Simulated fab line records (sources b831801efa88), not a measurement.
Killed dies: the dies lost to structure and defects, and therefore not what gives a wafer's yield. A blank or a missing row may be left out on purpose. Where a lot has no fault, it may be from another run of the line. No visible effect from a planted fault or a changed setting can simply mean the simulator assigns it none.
The tool behind it: which one? + flow gf180mcu + 13 lots, 39 wafers sampled, at 6 steps of a route of 602

WHAT THE GAUGES SHOWED, per wafer
GF_NWELL_TW_MEAS_11. Usual: for NWELL_TW the level is 1562 and the standard deviation is 11.
| lot  | measured    | on           | NWELL_TW       | flag |
|------|-------------|--------------|----------------|------|
| L516 | day 3 07:37 | filmMetro-02 | 1568 1564 1562 |      |
| L518 | day 3 19:24 | filmMetro-03 | 1548 1555 1553 |      |
| L520 | day 4 04:06 | filmMetro-01 | 1597 1615 1605 | OFF  |
| L521 | day 4 12:23 | filmMetro-01 | 1601 1605 1604 | OFF  |
| L524 | day 5 02:56 | filmMetro-01 | 1612 1606 1607 | OFF  |
| L531 | day 6 19:50 | filmMetro-01 | 1563 1571 1574 |      |
| L532 | day 7 03:03 | filmMetro-03 | 1537 1533 1537 |      |
| L533 | day 7 05:59 | filmMetro-02 | 1574 1575 1578 |      |
| L534 | day 7 09:38 | filmMetro-01 | 1583 1559 1568 |      |
| L535 | day 7 14:48 | filmMetro-02 | 1574 1580 1563 |      |
| L536 | day 7 23:36 | filmMetro-02 | 1580 1581 1585 |      |
| L537 | day 8 02:43 | filmMetro-02 | 1553 1556 1560 |      |
| L538 | day 8 08:06 | filmMetro-01 | 1564 1566 1574 |      |

GF_VT_IMPLANT_RS_MEAS_47: measures by four-point-probe. Usual: for NWELL_RS the level is 487.2 ohm/sq and the standard deviation is 1.3.
| lot  | measured     | on           | NWELL_RS (ohm/sq) | flag |
|------|--------------|--------------|-------------------|------|
| L516 | day 7 12:37  | filmMetro-01 | 486.6 486.8 487.9 |      |
| L518 | day 8 01:56  | filmMetro-02 | 487.6 487.6 487.6 |      |
| L520 | day 8 15:38  | filmMetro-02 | 451.6 452.4 452.8 | OFF  |
| L521 | day 8 22:32  | filmMetro-01 | 453.8 452.6 453.5 | OFF  |
| L524 | day 9 17:40  | filmMetro-01 | 452.3 452.6 452.1 | OFF  |
| L531 | day 11 20:46 | filmMetro-01 | 487.9 487.1 486.0 |      |
| L532 | day 12 04:47 | filmMetro-02 | 487.2 487.5 487.8 |      |
| L533 | day 12 07:44 | filmMetro-02 | 485.6 487.1 487.0 |      |
| L534 | day 12 13:07 | filmMetro-02 | 483.5 485.0 483.9 |      |
| L535 | day 12 20:12 | filmMetro-03 | 487.1 486.5 486.8 |      |
| L536 | day 13 07:59 | filmMetro-03 | 485.5 484.8 484.6 |      |
| L537 | day 13 09:47 | filmMetro-03 | 486.5 486.6 486.0 |      |
| L538 | day 13 17:24 | filmMetro-01 | 487.2 486.5 487.4 |      |

GF_HV_LDD_THK_MEAS_57. Usual: for HV_LDD_CVD_56_THK the level is 90.5 nm and the standard deviation is 0.84.
| lot  | measured     | on           | HV_LDD_CVD_56_THK (nm) | flag |
|------|--------------|--------------|------------------------|------|
| L516 | day 12 07:41 | filmMetro-01 | 90.6 90.8 90.5         |      |
| L518 | day 13 06:01 | filmMetro-03 | 90.9 91.2 91.1         |      |
| L520 | day 13 20:13 | filmMetro-03 | 90.5 90.0 91.0         |      |
| L521 | day 14 04:25 | filmMetro-01 | 89.5 90.3 90.2         |      |
| L524 | day 15 02:46 | filmMetro-03 | 91.1 91.2 91.5         |      |
| L531 | day 17 18:34 | filmMetro-01 | 90.1 90.6 90.2         |      |
| L532 | day 18 01:14 | filmMetro-03 | 90.4 90.5 90.4         |      |
| L533 | day 18 08:36 | filmMetro-02 | 90.6 90.5 90.5         |      |
| L534 | day 18 11:59 | filmMetro-01 | 89.0 89.5 90.1         |      |
| L535 | day 18 20:22 | filmMetro-03 | 89.9 90.2 90.7         |      |
| L536 | day 19 09:07 | filmMetro-03 | 91.4 92.0 90.9         |      |
| L537 | day 19 14:55 | filmMetro-01 | 89.8 90.4 90.2         |      |
| L538 | day 19 21:58 | filmMetro-03 | 93.0 92.0 93.0         |      |

GF_V1_RS_MEAS_24: measures by four-point-probe. Usual: for V1_W_RS the level is 0.326 ohm/sq and the standard deviation is 0.0058.
| lot  | measured     | on           | V1_W_RS (ohm/sq)  | flag |
|------|--------------|--------------|-------------------|------|
| L516 | day 17 21:14 | filmMetro-02 | 0.317 0.316 0.331 |      |
| L518 | day 19 00:41 | filmMetro-04 | 0.324 0.326 0.326 |      |
| L520 | day 19 17:54 | filmMetro-04 | 0.326 0.327 0.325 |      |
| L521 | day 20 01:50 | filmMetro-02 | 0.328 0.327 0.326 |      |
| L524 | day 21 02:43 | filmMetro-04 | 0.319 0.325 0.317 |      |
| L531 | day 23 22:34 | filmMetro-02 | 0.315 0.317 0.320 |      |
| L532 | day 24 06:02 | filmMetro-03 | 0.329 0.332 0.331 |      |
| L533 | day 24 11:23 | filmMetro-04 | 0.328 0.331 0.331 |      |
| L534 | day 24 13:52 | filmMetro-03 | 0.335 0.333 0.332 |      |
| L535 | day 24 22:51 | filmMetro-04 | 0.317 0.325 0.317 |      |
| L536 | day 25 08:18 | filmMetro-04 | 0.338 0.334 0.336 |      |
| L537 | day 25 15:32 | filmMetro-02 | 0.316 0.317 0.318 |      |
| L538 | day 25 23:36 | filmMetro-02 | 0.319 0.321 0.327 |      |

WHICH TOOL RAN EACH LOT (tool, then ch and the chambers of the sampled wafers, then the start)
| lot  | GF_NWELL_IMPLANT_09            | GF_SALICIDE_RTA_08              |
|------|--------------------------------|---------------------------------|
| L516 | implanter-01 ch 0, day 3 07:23 | rtpAnneal-02 ch 0, day 14 22:32 |
| L518 | implanter-01 ch 0, day 3 19:10 | rtpAnneal-01 ch 0, day 15 22:58 |
| L520 | implanter-01 ch 0, day 4 03:52 | rtpAnneal-01 ch 0, day 16 14:23 |
| L521 | implanter-01 ch 0, day 4 12:08 | rtpAnneal-02 ch 0, day 16 23:16 |
| L524 | implanter-01 ch 0, day 5 02:41 | rtpAnneal-02 ch 0, day 17 22:22 |
| L531 | implanter-02 ch 0, day 6 19:35 | rtpAnneal-02 ch 0, day 20 20:58 |
| L532 | implanter-02 ch 0, day 7 02:49 | rtpAnneal-02 ch 0, day 21 03:34 |
| L533 | implanter-01 ch 0, day 7 05:44 | rtpAnneal-02 ch 0, day 21 10:11 |
| L534 | implanter-02 ch 0, day 7 09:23 | rtpAnneal-02 ch 0, day 21 13:16 |
| L535 | implanter-03 ch 0, day 7 14:34 | rtpAnneal-01 ch 0, day 21 22:29 |
| L536 | implanter-01 ch 0, day 7 23:21 | rtpAnneal-02 ch 0, day 22 09:37 |
| L537 | implanter-02 ch 0, day 8 02:28 | rtpAnneal-01 ch 0, day 22 16:20 |
| L538 | implanter-03 ch 0, day 8 07:52 | rtpAnneal-02 ch 0, day 22 23:29 |
- GF_NWELL_IMPLANT_09
- GF_SALICIDE_RTA_08: time 30 s.

WHAT THE TOOLS THEMSELVES READ (means of the sampled wafers that have a number; where no wafer has one, the mark that the record gives instead)
GF_NWELL_IMPLANT_09. Usual: doseIonsCm2 4e+12, standard deviation 4.8e+09; faradayCurrentUA 22.6, standard deviation 0.45.
| lot  | tool         | doseIonsCm2 | faradayCurrentUA | flag |
|------|--------------|-------------|------------------|------|
| L516 | implanter-01 | 4e+12       | 22.5             |      |
| L518 | implanter-01 | 4e+12       | 22.5             |      |
| L520 | implanter-01 | 6e+12       | 35.9             | OFF  |
| L521 | implanter-01 | 6e+12       | 35.2             | OFF  |
| L524 | implanter-01 | 6e+12       | 34.8             | OFF  |
| L531 | implanter-02 | 4e+12       | 22.8             |      |
| L532 | implanter-02 | 4e+12       | 22.7             |      |
| L533 | implanter-01 | 4e+12       | 22.3             |      |
| L534 | implanter-02 | 4e+12       | 22.3             |      |
| L535 | implanter-03 | 4e+12       | 22.6             |      |
| L536 | implanter-01 | 4e+12       | 22.6             |      |
| L537 | implanter-02 | 4e+12       | 22.9             |      |
| L538 | implanter-03 | 4e+12       | 22.6             |      |

GF_SALICIDE_RTA_08. Usual: lampPowerPct 15.069 %, standard deviation 0.015; wafer_temp_C_max 802.4, standard deviation 0.52.
| lot  | tool         | lampPowerPct (%) | wafer_temp_C_max | flag |
|------|--------------|------------------|------------------|------|
| L516 | rtpAnneal-02 | 15.068           | 802.5            |      |
| L518 | rtpAnneal-01 | 15.058           | 801.8            |      |
| L520 | rtpAnneal-01 | 15.062           | 802.5            |      |
| L521 | rtpAnneal-02 | 15.063           | 802.3            |      |
| L524 | rtpAnneal-02 | 15.070           | 802.7            |      |
| L531 | rtpAnneal-02 | 15.053           | 802.8            |      |
| L532 | rtpAnneal-02 | 15.075           | 802.5            |      |
| L533 | rtpAnneal-02 | 15.083           | 801.8            |      |
| L534 | rtpAnneal-02 | 15.073           | 802.9            |      |
| L535 | rtpAnneal-01 | 15.063           | 802.3            |      |
| L536 | rtpAnneal-02 | 15.084           | 802.7            |      |
| L537 | rtpAnneal-01 | 15.078           | 802.2            |      |
| L538 | rtpAnneal-02 | 15.072           | 802.0            |      |

THE ANSWER, worked out from the rows above alone
Rule: a lot is off if the mean of its wafers that have a number lies more than 3 standard deviations from the usual mean. Also off: a lot with no number at a reading for which 4 or more lots have one. Any other lot the step has rows for is counted as sound. The gauges are gone through in route order, then the tools' own readings, and for those a lot's mean is taken as printed above. At the first step where some lot is off, the reading lying furthest off is the one used; lots without a number count as furthest.
Off: at GF_NWELL_TW_MEAS_11 (NWELL_TW), L520, L521, L524.
A tool fits if, at a process step before that reading, it ran every lot that is off, and no sound lot after the first of them. Not tried: the gauges at GF_NWELL_TW_MEAS_11; whatever is off there is also off at GF_NWELL_IMPLANT_09, on other tools, and gauge error can't account for it. No candidate that was tried fits.

WHAT THE SIMULATOR PUT IN
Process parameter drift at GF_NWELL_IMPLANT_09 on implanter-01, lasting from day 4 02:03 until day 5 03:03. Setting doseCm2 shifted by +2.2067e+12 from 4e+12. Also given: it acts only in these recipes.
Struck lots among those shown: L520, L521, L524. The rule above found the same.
